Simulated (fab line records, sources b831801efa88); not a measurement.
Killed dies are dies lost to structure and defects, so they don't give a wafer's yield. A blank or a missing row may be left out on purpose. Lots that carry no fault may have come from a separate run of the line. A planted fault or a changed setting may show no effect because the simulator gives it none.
Matching of chambers || flow gf180mcu || 4 sister chambers for GF_V1_CMP_26 on cmp-02
The step polishes, stops on SiO2, t overpolish 15 s, target thk 0 nm. 8 wafers are shown with their chamber, then 10 later ones without.

== WAFERS PAIRED WITH THEIR CHAMBERS ==
{"wafer": "L914.4", "chamber": 2, "motorCurrentA (A)": 10.9, "slurryFlowMlMin": 150.2}
{"wafer": "L915.3", "chamber": 2, "motorCurrentA (A)": 11.6, "slurryFlowMlMin": 150.1}
{"wafer": "L926.2", "chamber": 3, "motorCurrentA (A)": 12.6, "slurryFlowMlMin": 149.8}
{"wafer": "L927.2", "chamber": 3, "motorCurrentA (A)": 12.6, "slurryFlowMlMin": 150.0}
{"wafer": "L927.5", "chamber": 0, "motorCurrentA (A)": 13.0, "slurryFlowMlMin": 150.1}
{"wafer": "L927.6", "chamber": 1, "motorCurrentA (A)": 10.8, "slurryFlowMlMin": 149.9}
{"wafer": "L929.2", "chamber": 1, "motorCurrentA (A)": 10.7, "slurryFlowMlMin": 150.1}
{"wafer": "L929.3", "chamber": 0, "motorCurrentA (A)": 12.9, "slurryFlowMlMin": 149.9}

== WAFERS WITHOUT THEIR CHAMBER ==
{"wafer": "L929.5", "motorCurrentA (A)": 12.4, "slurryFlowMlMin": 149.6}
{"wafer": "L931.1", "motorCurrentA (A)": 12.8, "slurryFlowMlMin": 150.8}
{"wafer": "L931.2", "motorCurrentA (A)": 12.2, "slurryFlowMlMin": 150.2}
{"wafer": "L931.6", "motorCurrentA (A)": 10.7, "slurryFlowMlMin": 149.9}
{"wafer": "L930.1", "motorCurrentA (A)": 10.2, "slurryFlowMlMin": 149.1}
{"wafer": "L930.2", "motorCurrentA (A)": 13.0, "slurryFlowMlMin": 150.3}
{"wafer": "L930.4", "motorCurrentA (A)": 12.0, "slurryFlowMlMin": 150.1}
{"wafer": "L936.3", "motorCurrentA (A)": 10.6, "slurryFlowMlMin": 150.2}
{"wafer": "L936.4", "motorCurrentA (A)": 12.8, "slurryFlowMlMin": 149.9}
{"wafer": "L936.5", "motorCurrentA (A)": 10.0, "slurryFlowMlMin": 150.0}

== THE CHAMBER EACH PASSED THROUGH ==
{"wafer": "L929.5", "from the rows above": "can't be placed: 3 or 0", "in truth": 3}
{"wafer": "L931.1", "from the rows above": "can't be placed: 0 or 3 or 2", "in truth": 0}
{"wafer": "L931.2", "from the rows above": "can't be placed: 3 or 0 or 2", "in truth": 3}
{"wafer": "L931.6", "from the rows above": 1, "in truth": 1}
{"wafer": "L930.1", "from the rows above": "can't be placed: 1 or 2", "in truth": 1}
{"wafer": "L930.2", "from the rows above": "can't be placed: 0 or 3", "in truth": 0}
{"wafer": "L930.4", "from the rows above": "can't be placed: 3 or 2 or 0", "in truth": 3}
{"wafer": "L936.3", "from the rows above": "can't be placed: 1 or 2", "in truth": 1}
{"wafer": "L936.4", "from the rows above": "can't be placed: 3 or 0", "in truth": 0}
{"wafer": "L936.5", "from the rows above": 1, "in truth": 1}
Correct placement for 2 of the 10. Unplaceable from these rows: 8, with the true chamber sitting among the candidates in 8. Wrongly placed: 0.
How it was worked out, from the rows above alone: a wafer's distance from a chamber is the root of the sum, over the readings, of the square of ((its reading less the chamber's mean) divided by the reading's scatter). If the next closest chamber is less than 2 further off than the closest, the wafer can't be placed; otherwise it belongs to the closest. For every chamber, the mean is computed from those of its wafers that are shown. The scatter: the root of (the sum of the squares of (reading less its chamber's mean) over the shown wafers, divided by (wafers less chambers)).
